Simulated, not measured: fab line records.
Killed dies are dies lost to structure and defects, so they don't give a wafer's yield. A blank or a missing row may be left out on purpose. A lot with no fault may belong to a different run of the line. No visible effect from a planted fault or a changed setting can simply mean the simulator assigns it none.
The tool behind it: which one? + flow sky130 + Sampling: 6 lots, 18 wafers, 3 of 708 route steps

== WHAT EACH GAUGE READ, for each wafer ==
SKY_VIA1_CD_MEAS_12 targets a cd of 150 nm.
| lot  | measured     | on       | cdNm (nm)         |
|------|--------------|----------|-------------------|
| L170 | day 34 11:14 | cdSem-01 | 150.4 151.3 150.0 |
| L172 | day 35 12:46 | cdSem-01 | 150.2 151.8 150.2 |
| L174 | day 36 04:05 | cdSem-02 | 150.1 149.9 150.5 |
| L178 | day 36 23:07 | cdSem-01 | 151.9 151.7 151.4 |
| L179 | day 37 07:59 | cdSem-01 | 153.5 154.1 154.4 |
| L186 | day 39 16:05 | cdSem-01 | 151.3 152.7 152.0 |

== TOOL THAT RAN EACH LOT (tool first, then ch and the chambers of the sampled wafers, then the start) ==
| lot  | SKY_CONTACT_ETCH_18                          | SKY_VIA1_EXPOSE_09               |
|------|----------------------------------------------|----------------------------------|
| L170 | rieDiel-04 ch 1,2,3, day 33 07:56 or earlier | krfScanner-02 ch 0, day 33 22:44 |
| L172 | rieDiel-04 ch 0,1,3, day 34 08:45 or earlier | krfScanner-01 ch 0, day 34 23:56 |
| L174 | rieDiel-03 ch 0,1,2, day 35 00:51 or earlier | krfScanner-01 ch 0, day 35 15:02 |
| L178 | rieDiel-02 ch 0,2, day 35 20:20 or earlier   | krfScanner-01 ch 0, day 36 10:34 |
| L179 | rieDiel-04 ch 2,3, day 36 05:15 or earlier   | krfScanner-02 ch 0, day 36 19:16 |
| L186 | rieDiel-03 ch 0,1,3, day 38 13:05 or earlier | krfScanner-02 ch 0, day 39 03:02 |
- SKY_CONTACT_ETCH_18: etches Si3N4 in CHF3/O2, stops on TiN, time 39 s, target depth 75 nm.
- SKY_VIA1_EXPOSE_09: exposes mask VIM, target cd 150 nm.

== THE ANSWER, worked out from the rows above alone ==
Rule: the lots themselves supply what counts as usual. The widest of any qualifying gaps counts: lots, ordered by their means at a reading, are off when they make up no more than a third of the lots, leave a main group of 4 or more, and stand apart from it by 3 or more times the standard deviation of that group's means. Not used: any main group whose means are identical at the precision the tables above print for the reading. Also off: a lot with no number at a reading for which 4 or more lots have one. Where the step has rows for the other lots, those lots are counted as sound.
No lot is off at any reading shown: from this, nothing can be told.

== WHAT THE SIMULATOR PUT IN ==
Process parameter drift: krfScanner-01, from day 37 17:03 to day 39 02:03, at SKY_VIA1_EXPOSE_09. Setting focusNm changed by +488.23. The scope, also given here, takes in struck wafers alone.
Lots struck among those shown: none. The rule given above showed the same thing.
